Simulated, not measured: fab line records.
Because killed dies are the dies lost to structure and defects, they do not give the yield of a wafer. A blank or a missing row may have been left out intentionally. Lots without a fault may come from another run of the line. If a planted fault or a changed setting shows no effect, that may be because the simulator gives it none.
Which of the tools did it?	flow gf180mcu	12 lots with 36 wafers sampled at 2 steps, on a route of 602 steps

## WHAT EACH GAUGE READ, for each wafer
GF_HV_LDD_THK_MEAS_55. Usual: HV_LDD_CVD_54_THK typically reads 10.03 nm, with standard deviation 0.13.
lot	measured	on	HV_LDD_CVD_54_THK (nm)	flag
L617	day 12 23:22	film_metro-04	9.88 9.99 9.85	
L616	day 13 00:01	film_metro-02	10.01 10.08 9.96	
L622	day 14 19:41	film_metro-02	10.25 10.23 10.25	
L624	day 15 17:35	film_metro-02	12.12 12.10 12.09 12.17 12.11 12.07	OFF
L629	day 17 00:27	film_metro-01	10.02 9.95 9.96	
L631	day 17 21:20	film_metro-02	10.16 10.17 10.27	
L633	day 18 11:15	film_metro-02	10.04 10.15 9.96	
L634	day 18 16:37	film_metro-02	10.04 10.13 9.95	
L635	day 19 07:53	film_metro-02	9.87 9.98 9.85	
L636	day 19 09:02	film_metro-04	9.89 9.96 9.93	
L637	day 19 18:42	film_metro-02	9.83 9.91 9.98	
L638	day 20 02:30	film_metro-04	9.94 9.82 9.87	

## EACH LOT AND THE TOOL THAT RAN IT (in order: tool; ch and the chambers of the sampled wafers; start)
lot	GF_HV_LDD_CVD_54
L617	lpcvd-01 ch 0, day 12 22:20
L616	lpcvd-02 ch 0, day 12 23:00
L622	lpcvd-02 ch 0, day 14 18:40
L624	lpcvd-02 ch 0, day 15 16:34
L629	lpcvd-01 ch 1, day 16 23:24
L631	lpcvd-01 ch 1, day 17 20:19
L633	lpcvd-01 ch 1, day 18 10:13
L634	lpcvd-01 ch 0, day 18 15:35
L635	lpcvd-02 ch 0, day 19 06:52
L636	lpcvd-02 ch 1, day 19 08:00
L637	lpcvd-02 ch 0, day 19 17:40
L638	lpcvd-02 ch 0, day 20 01:29
- GF_HV_LDD_CVD_54: deposits SiO2 from TEOS, target thk 10 nm, time 75 s.

## AS READ BY THE TOOLS THEMSELVES (means over the sampled wafers that have a number; for cases with no such wafer, the mark the record gives instead)
GF_HV_LDD_CVD_54. Usual: spike_tc_bottom_C 700.8 C, standard deviation 1.1; spike_tc_centre_C 681.1 C, standard deviation 1.1; spike_tc_lower_C 680.5 C, standard deviation 1; spike_tc_top_C 694.9 C, standard deviation 1.7; spike_tc_upper_C 679.7 C, standard deviation 1.1; zone_power_top_pct 19.9 %, standard deviation 0.47.
lot	tool	spike_tc_bottom_C (C)	spike_tc_centre_C (C)	spike_tc_lower_C (C)	spike_tc_top_C (C)	spike_tc_upper_C (C)	zone_power_top_pct (%)	flag
L617	lpcvd-01	700.3	681.1	681.1	695.8	679.1	20.4	
L616	lpcvd-02	699.9	681.5	681.3	691.4	680.6	20.3	
L622	lpcvd-02	700.8	681.3	680.6	693.9	680.3	20.1	
L624	lpcvd-02	707.2	688.9	688.7	700.9	687.9	20.5	OFF
L629	lpcvd-01	699.3	680.6	680.3	695.3	678.9	20.0	
L631	lpcvd-01	700.9	680.9	680.3	696.5	679.7	20.0	
L633	lpcvd-01	700.4	680.5	680.2	696.2	679.3	19.9	
L634	lpcvd-01	700.7	680.8	681.1	695.3	680.5	20.7	
L635	lpcvd-02	700.8	680.7	679.7	692.6	680.2	20.3	
L636	lpcvd-02	702.3	681.3	679.6	695.4	679.4	19.0	
L637	lpcvd-02	700.0	680.7	681.7	694.0	680.8	20.2	
L638	lpcvd-02	700.9	682.4	681.6	692.5	679.4	20.3	

## THE ANSWER, worked out from the rows above alone
Rule: a lot counts as off when the mean over its wafers that have a number is more than 3 standard deviations away from the usual mean. Also off: a lot with no number at a reading for which 4 or more lots have one. Where the step has rows for the other lots, those lots are counted as sound. First the gauges in route order, then the tools' own readings, where a lot's mean is used as printed above. The first step at which some lot is off is used, and at that step the reading that is off furthest; a lot without a number counts as furthest.
Off: L624, at GF_HV_LDD_THK_MEAS_55 (HV_LDD_CVD_54_THK).
If a tool, at a process step before that reading, ran all the lots that are off and no sound lot after the first of them, it fits. Not tried: the gauges at GF_HV_LDD_THK_MEAS_55; whatever is off there is also off at GF_HV_LDD_CVD_54, on other tools, and gauge error can't account for it. No candidate that was tried fits.

## WHAT WAS PUT IN BY THE SIMULATOR
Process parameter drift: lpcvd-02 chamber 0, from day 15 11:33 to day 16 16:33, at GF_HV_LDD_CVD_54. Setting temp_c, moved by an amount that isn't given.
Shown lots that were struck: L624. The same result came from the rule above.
